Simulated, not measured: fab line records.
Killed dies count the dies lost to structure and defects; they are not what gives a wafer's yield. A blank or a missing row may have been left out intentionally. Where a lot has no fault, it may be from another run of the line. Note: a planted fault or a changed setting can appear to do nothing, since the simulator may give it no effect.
Split-lot experiment | flow sky130 | on a route of 708 steps: 5 lots, 23 wafers read

== THE SPLIT ITSELF ==
At SKY_VIA2_ETCH_14 (etches BARC in N2/H2, stops on SiO2, time 45.9 s, target depth 60 nm), the setting sourceW was moved away from the recipe's 500 W on 12 of the 23 wafers read, by -8.8% to +8.1%. This setting was run at the recipe's value on the other wafers.

Reading taken at the split's own step.

== THE READING ==
KrF-thick_of_VIA2_COAT_07.thkNm (the simulator's own value, which no gauge read), in nm, at SKY_VIA2_ETCH_14 (etches BARC in N2/H2, stops on SiO2, time 45.9 s, target depth 60 nm). No usual value for it is given in the file. The 11 wafers here that ran the recipe average 390.8 nm, standard deviation 0.91 nm.

wafer  | tool, chamber at the split | sourceW as run, W | against the recipe | KrF-thick_of_VIA2_COAT_07.thkNm, nm | against lot-mates on the recipe
L075.1 | rieDiel-03, 2              | 534.5             | +6.9%              | 389.4                               | -1.1
L075.2 | rieDiel-03, 1              | 500               | recipe             | 389.9                               | -
L075.4 | rieDiel-03, 0              | 534.5             | +6.9%              | 386.7                               | -3.8
L075.5 | rieDiel-03, 0              | 500               | recipe             | 391.2                               | -
L075.6 | rieDiel-03, 1              | 534.5             | +6.9%              | 387.9                               | -2.6
L076.2 | rieDiel-03, 0              | 500               | recipe             | 391.2                               | -
L076.5 | rieDiel-03, 2              | 500               | recipe             | 390.4                               | -
L076.6 | rieDiel-03, 1              | 500               | recipe             | 390.5                               | -
L081.1 | rieDiel-04, 0              | 500               | recipe             | 390.8                               | -
L081.2 | rieDiel-04, 3              | 540.6             | +8.1%              | 388.1                               | -3.1
L081.3 | rieDiel-04, 1              | 540.6             | +8.1%              | 388.3                               | -2.9
L081.4 | rieDiel-04, 2              | 540.6             | +8.1%              | 388.4                               | -2.8
L081.5 | rieDiel-04, 2              | 500               | recipe             | 391.6                               | -
L083.1 | rieDiel-01, 2              | 500               | recipe             | 388.8                               | -
L083.2 | rieDiel-01, 1,3            | 455.8             | -8.8%              | 393.5                               | +3.8
L083.3 | rieDiel-01, 1,3            | 455.8             | -8.8%              | 393.5                               | +3.8
L083.4 | rieDiel-01, 0              | 455.8             | -8.8%              | 394.5                               | +4.8
L083.6 | rieDiel-01, 0              | 500               | recipe             | 390.7                               | -
L085.1 | rieDiel-01, 0              | 478.3             | -4.3%              | 394.3                               | +2.3
L085.3 | rieDiel-01, 2              | 500               | recipe             | 392.3                               | -
L085.4 | rieDiel-01, 3              | 500               | recipe             | 391.7                               | -
L085.5 | rieDiel-01, 0              | 478.3             | -4.3%              | 394.9                               | +2.9
L085.6 | rieDiel-01, 3              | 478.3             | -4.3%              | 393.1                               | +1.1
If several chambers appear in one row, that row covers several wafers at once and the file leaves open which wafer was in which chamber.

FIT RESULTS
A straight line over all 23 wafers: KrF-thick_of_VIA2_COAT_07.thkNm changes by -0.387 nm for each +1% of sourceW; r = -0.90; the points scatter about the line by 1.1 nm.
The same after taking each lot's own level away (the mean of its wafers on the recipe; 23 wafers): -0.413 nm for each +1%; r = -0.95; scatter 0.7 nm.
According to that fit, moving sourceW by its largest amount changes the reading by 3.7 nm.
The span of the lots' own levels, 389.75 to 392.00 nm, comes to 2.5 times the standard deviation stated above.
The two slopes agree, so the slope changes little with the lot-to-lot level.
Check: for one of the wafers moved furthest among these (-8.8%), held out of the fit, the line's prediction against its lot-mates is +3.86 nm. Against them it came out at +3.75 nm.

== OTHER SPLITS ON THESE WAFERS ==
Note: prior to the reading, these wafers also went through further splits. Each is held against what the fit with the lots' levels taken away leaves over:
other split on the same wafers | wafers away from the commonest value | r with KrF-thick_of_VIA2_COAT_07.thkNm (lot level and that fit taken away)
SKY_METAL2_COAT_10 spinRpm     | 8                                    | +0.14
SKY_METAL2_DEVELOP_14 devTempC | 10                                   | +0.10
SKY_VIA2_EXPOSE_09 doseMj      | 5                                    | +0.21

== FILE'S OWN FIT ==
KrF-thick_of_VIA2_COAT_07.thkNm changes by -0.414 nm for each +1% of sourceW, r = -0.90.
